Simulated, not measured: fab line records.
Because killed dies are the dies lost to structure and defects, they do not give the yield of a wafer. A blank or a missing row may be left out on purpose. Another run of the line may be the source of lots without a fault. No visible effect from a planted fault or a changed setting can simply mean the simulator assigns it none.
Which tool was responsible? || flow gf180mcu || 13 lots, 39 wafers sampled, at 4 steps of a route of 602

## WHAT EACH GAUGE READ, for each wafer
GF_MIM_RS_MEAS_10: measurement is done with a four-point probe. Usual: MIM_ALCU_RS gives 0.1605 ohm/sq (standard deviation 0.002).
{"lot": "L106", "measured": "day 25 00:02", "on": "film_metro-01", "MIM_ALCU_RS (ohm/sq)": "0.1575 0.1586 0.1599", "flag": ""}
{"lot": "L107", "measured": "day 25 04:13", "on": "film_metro-03", "MIM_ALCU_RS (ohm/sq)": "0.1612 0.1614 0.1609", "flag": ""}
{"lot": "L109", "measured": "day 26 08:41", "on": "film_metro-02", "MIM_ALCU_RS (ohm/sq)": "0.1590 0.1568 0.1577", "flag": ""}
{"lot": "L110", "measured": "day 26 18:37", "on": "film_metro-01", "MIM_ALCU_RS (ohm/sq)": "0.1601 0.1597 0.1582", "flag": ""}
{"lot": "L111", "measured": "day 27 06:52", "on": "film_metro-02", "MIM_ALCU_RS (ohm/sq)": "0.1578 0.1597 0.1590", "flag": ""}
{"lot": "L114", "measured": "day 27 21:23", "on": "film_metro-03", "MIM_ALCU_RS (ohm/sq)": "0.1601 0.1592 0.1610", "flag": ""}
{"lot": "L116", "measured": "day 28 05:44", "on": "film_metro-01", "MIM_ALCU_RS (ohm/sq)": "0.1611 0.1587 0.1606", "flag": ""}
{"lot": "L115", "measured": "day 28 12:01", "on": "film_metro-01", "MIM_ALCU_RS (ohm/sq)": "0.1632 0.1614 0.1623", "flag": ""}
{"lot": "L119", "measured": "day 29 03:43", "on": "film_metro-01", "MIM_ALCU_RS (ohm/sq)": "0.1657 0.1640 0.1655", "flag": ""}
{"lot": "L120", "measured": "day 29 12:52", "on": "film_metro-02", "MIM_ALCU_RS (ohm/sq)": "0.1632 0.1634 0.1631", "flag": ""}
{"lot": "L123", "measured": "day 30 09:01", "on": "film_metro-01", "MIM_ALCU_RS (ohm/sq)": "0.1636 0.1608 0.1623", "flag": ""}
{"lot": "L125", "measured": "day 31 02:37", "on": "film_metro-02", "MIM_ALCU_RS (ohm/sq)": "0.1620 0.1625 0.1630", "flag": ""}
{"lot": "L128", "measured": "day 31 22:25", "on": "film_metro-03", "MIM_ALCU_RS (ohm/sq)": "0.1619 0.1623 0.1615", "flag": ""}

GF_V5_OVL_MEAS_15. Usual: V5_OVL gives 3 nm (standard deviation 5.6).
{"lot": "L106", "measured": "day 27 16:59", "on": "overlay-01", "V5_OVL (nm)": "6 6 7", "flag": ""}
{"lot": "L107", "measured": "day 27 21:29", "on": "overlay-01", "V5_OVL (nm)": "-4 6 0", "flag": ""}
{"lot": "L109", "measured": "day 28 23:51", "on": "overlay-02", "V5_OVL (nm)": "3 -3 3", "flag": ""}
{"lot": "L110", "measured": "day 29 08:44", "on": "overlay-01", "V5_OVL (nm)": "1 -8 -9", "flag": ""}
{"lot": "L111", "measured": "day 29 18:30", "on": "overlay-02", "V5_OVL (nm)": "6 19 13", "flag": ""}
{"lot": "L114", "measured": "day 30 08:47", "on": "overlay-02", "V5_OVL (nm)": "2 11 7", "flag": ""}
{"lot": "L116", "measured": "day 30 17:26", "on": "overlay-01", "V5_OVL (nm)": "15 3 8", "flag": ""}
{"lot": "L115", "measured": "day 30 22:16", "on": "overlay-01", "V5_OVL (nm)": "3 7 13", "flag": ""}
{"lot": "L119", "measured": "day 31 14:42", "on": "overlay-01", "V5_OVL (nm)": "-8 6 -7", "flag": ""}
{"lot": "L120", "measured": "day 31 21:49", "on": "overlay-02", "V5_OVL (nm)": "8 10 5", "flag": ""}
{"lot": "L123", "measured": "day 32 15:52", "on": "overlay-02", "V5_OVL (nm)": "6 3 5", "flag": ""}
{"lot": "L125", "measured": "day 33 07:41", "on": "overlay-02", "V5_OVL (nm)": "-9 -4 -6", "flag": ""}
{"lot": "L128", "measured": "day 34 00:57", "on": "overlay-02", "V5_OVL (nm)": "0 5 0", "flag": ""}

## TOOL THAT RAN EACH LOT (tool first, then ch and the chambers of the sampled wafers, then the start)
{"lot": "L106", "GF_V1_SPUTTER_21": "pvd_sputter-04, day 18 12:28", "GF_M5_STRIP_11": "plasma_asher-01 ch 0,1, day 26 19:43"}
{"lot": "L107", "GF_V1_SPUTTER_21": "pvd_sputter-01, day 18 18:23", "GF_M5_STRIP_11": "plasma_asher-02 ch 0,1, day 26 23:55"}
{"lot": "L109", "GF_V1_SPUTTER_21": "pvd_sputter-01, day 20 03:44", "GF_M5_STRIP_11": "plasma_asher-01 ch 0,1, day 28 02:18"}
{"lot": "L110", "GF_V1_SPUTTER_21": "pvd_sputter-01, day 20 13:15", "GF_M5_STRIP_11": "plasma_asher-01 ch 0,1, day 28 12:04"}
{"lot": "L111", "GF_V1_SPUTTER_21": "pvd_sputter-02, day 21 04:20", "GF_M5_STRIP_11": "plasma_asher-01 ch 0,1, day 28 22:16"}
{"lot": "L114", "GF_V1_SPUTTER_21": "pvd_sputter-01, day 21 21:59", "GF_M5_STRIP_11": "plasma_asher-01 ch 0,1, day 29 13:28"}
{"lot": "L116", "GF_V1_SPUTTER_21": "pvd_sputter-04, day 22 08:19", "GF_M5_STRIP_11": "plasma_asher-01 ch 0,1, day 29 21:19"}
{"lot": "L115", "GF_V1_SPUTTER_21": "pvd_sputter-01, day 22 13:47", "GF_M5_STRIP_11": "plasma_asher-04 ch 0,1, day 30 02:46"}
{"lot": "L119", "GF_V1_SPUTTER_21": "pvd_sputter-02, day 23 11:08", "GF_M5_STRIP_11": "plasma_asher-04 ch 0,1, day 30 18:51"}
{"lot": "L120", "GF_V1_SPUTTER_21": "pvd_sputter-04, day 23 20:47", "GF_M5_STRIP_11": "plasma_asher-01 ch 0,1, day 31 03:04"}
{"lot": "L123", "GF_V1_SPUTTER_21": "pvd_sputter-02, day 24 19:53", "GF_M5_STRIP_11": "plasma_asher-04 ch 0,1, day 31 21:37"}
{"lot": "L125", "GF_V1_SPUTTER_21": "pvd_sputter-02, day 25 16:07", "GF_M5_STRIP_11": "plasma_asher-04 ch 0,1, day 32 13:56"}
{"lot": "L128", "GF_V1_SPUTTER_21": "pvd_sputter-01, day 26 16:41", "GF_M5_STRIP_11": "plasma_asher-04 ch 0,1, day 33 07:58"}
- GF_V1_SPUTTER_21: material Ti, target thk 15 nm, time 80.02 s.
- GF_M5_STRIP_11: strips in O2/N2.

## AS READ BY THE TOOLS THEMSELVES (means over the sampled wafers that have a number; for cases with no such wafer, the mark the record gives instead)
GF_V1_SPUTTER_21. Usual: throttle_valve_pct at 30.4 %, with a standard deviation of 0.91.
{"lot": "L106", "tool": "pvd_sputter-04", "throttle_valve_pct (%)": 29.8, "flag": ""}
{"lot": "L107", "tool": "pvd_sputter-01", "throttle_valve_pct (%)": 30.7, "flag": ""}
{"lot": "L109", "tool": "pvd_sputter-01", "throttle_valve_pct (%)": 30.7, "flag": ""}
{"lot": "L110", "tool": "pvd_sputter-01", "throttle_valve_pct (%)": 29.9, "flag": ""}
{"lot": "L111", "tool": "pvd_sputter-02", "throttle_valve_pct (%)": 30.8, "flag": ""}
{"lot": "L114", "tool": "pvd_sputter-01", "throttle_valve_pct (%)": 29.9, "flag": ""}
{"lot": "L116", "tool": "pvd_sputter-04", "throttle_valve_pct (%)": 29.7, "flag": ""}
{"lot": "L115", "tool": "pvd_sputter-01", "throttle_valve_pct (%)": 30.1, "flag": ""}
{"lot": "L119", "tool": "pvd_sputter-02", "throttle_valve_pct (%)": 30.2, "flag": ""}
{"lot": "L120", "tool": "pvd_sputter-04", "throttle_valve_pct (%)": 30.3, "flag": ""}
{"lot": "L123", "tool": "pvd_sputter-02", "throttle_valve_pct (%)": 30.9, "flag": ""}
{"lot": "L125", "tool": "pvd_sputter-02", "throttle_valve_pct (%)": 31.2, "flag": ""}
{"lot": "L128", "tool": "pvd_sputter-01", "throttle_valve_pct (%)": 29.8, "flag": ""}

GF_M5_STRIP_11. Usual: drypump_motor_current_A 5.6 A, standard deviation 0.61; heater_power_w 339 W, standard deviation 41; oes_product_au 0.544 a.u., standard deviation 0.005; strip_time_to_endpoint_s 7.52 s, standard deviation 0.039.
{"lot": "L106", "tool": "plasma_asher-01", "drypump_motor_current_A (A)": 5.2, "heater_power_w (W)": 294, "oes_product_au (a.u.)": 0.548, "strip_time_to_endpoint_s (s)": 7.49, "flag": ""}
{"lot": "L107", "tool": "plasma_asher-02", "drypump_motor_current_A (A)": 6.1, "heater_power_w (W)": 324, "oes_product_au (a.u.)": 0.545, "strip_time_to_endpoint_s (s)": 7.53, "flag": ""}
{"lot": "L109", "tool": "plasma_asher-01", "drypump_motor_current_A (A)": 5.0, "heater_power_w (W)": 306, "oes_product_au (a.u.)": 0.544, "strip_time_to_endpoint_s (s)": 7.53, "flag": ""}
{"lot": "L110", "tool": "plasma_asher-01", "drypump_motor_current_A (A)": 5.0, "heater_power_w (W)": 303, "oes_product_au (a.u.)": 0.542, "strip_time_to_endpoint_s (s)": 7.52, "flag": ""}
{"lot": "L111", "tool": "plasma_asher-01", "drypump_motor_current_A (A)": 5.0, "heater_power_w (W)": 300, "oes_product_au (a.u.)": 0.543, "strip_time_to_endpoint_s (s)": 7.56, "flag": ""}
{"lot": "L114", "tool": "plasma_asher-01", "drypump_motor_current_A (A)": 5.2, "heater_power_w (W)": 293, "oes_product_au (a.u.)": 0.541, "strip_time_to_endpoint_s (s)": 7.51, "flag": ""}
{"lot": "L116", "tool": "plasma_asher-01", "drypump_motor_current_A (A)": 5.0, "heater_power_w (W)": 299, "oes_product_au (a.u.)": 0.542, "strip_time_to_endpoint_s (s)": 7.57, "flag": ""}
{"lot": "L115", "tool": "plasma_asher-04", "drypump_motor_current_A (A)": 5.6, "heater_power_w (W)": 372, "oes_product_au (a.u.)": 0.545, "strip_time_to_endpoint_s (s)": 7.56, "flag": ""}
{"lot": "L119", "tool": "plasma_asher-04", "drypump_motor_current_A (A)": 6.0, "heater_power_w (W)": 380, "oes_product_au (a.u.)": 0.541, "strip_time_to_endpoint_s (s)": 7.48, "flag": ""}
{"lot": "L120", "tool": "plasma_asher-01", "drypump_motor_current_A (A)": 5.0, "heater_power_w (W)": 301, "oes_product_au (a.u.)": 0.540, "strip_time_to_endpoint_s (s)": 7.48, "flag": ""}
{"lot": "L123", "tool": "plasma_asher-04", "drypump_motor_current_A (A)": 6.0, "heater_power_w (W)": 386, "oes_product_au (a.u.)": 0.551, "strip_time_to_endpoint_s (s)": 7.55, "flag": ""}
{"lot": "L125", "tool": "plasma_asher-04", "drypump_motor_current_A (A)": 6.0, "heater_power_w (W)": 386, "oes_product_au (a.u.)": 0.542, "strip_time_to_endpoint_s (s)": 7.54, "flag": ""}
{"lot": "L128", "tool": "plasma_asher-04", "drypump_motor_current_A (A)": 5.6, "heater_power_w (W)": 367, "oes_product_au (a.u.)": 0.543, "strip_time_to_endpoint_s (s)": 7.51, "flag": ""}

## THE ANSWER, worked out from the rows above alone
Rule: lot off if the mean of its wafers having a number is beyond 3 standard deviations from the usual mean. A lot without any number at a reading at which 4 lots or more have one is off too. Any other lot the step has rows for is counted as sound. After the gauges, taken in route order, come the tools' own readings; for these a lot's mean is taken, as printed above. The first step at which some lot is off is used, and at that step the reading that is off furthest; a lot without a number counts as furthest.
None of the lots is off at any reading shown; this tells nothing.

## WHAT THE SIMULATOR PUT IN
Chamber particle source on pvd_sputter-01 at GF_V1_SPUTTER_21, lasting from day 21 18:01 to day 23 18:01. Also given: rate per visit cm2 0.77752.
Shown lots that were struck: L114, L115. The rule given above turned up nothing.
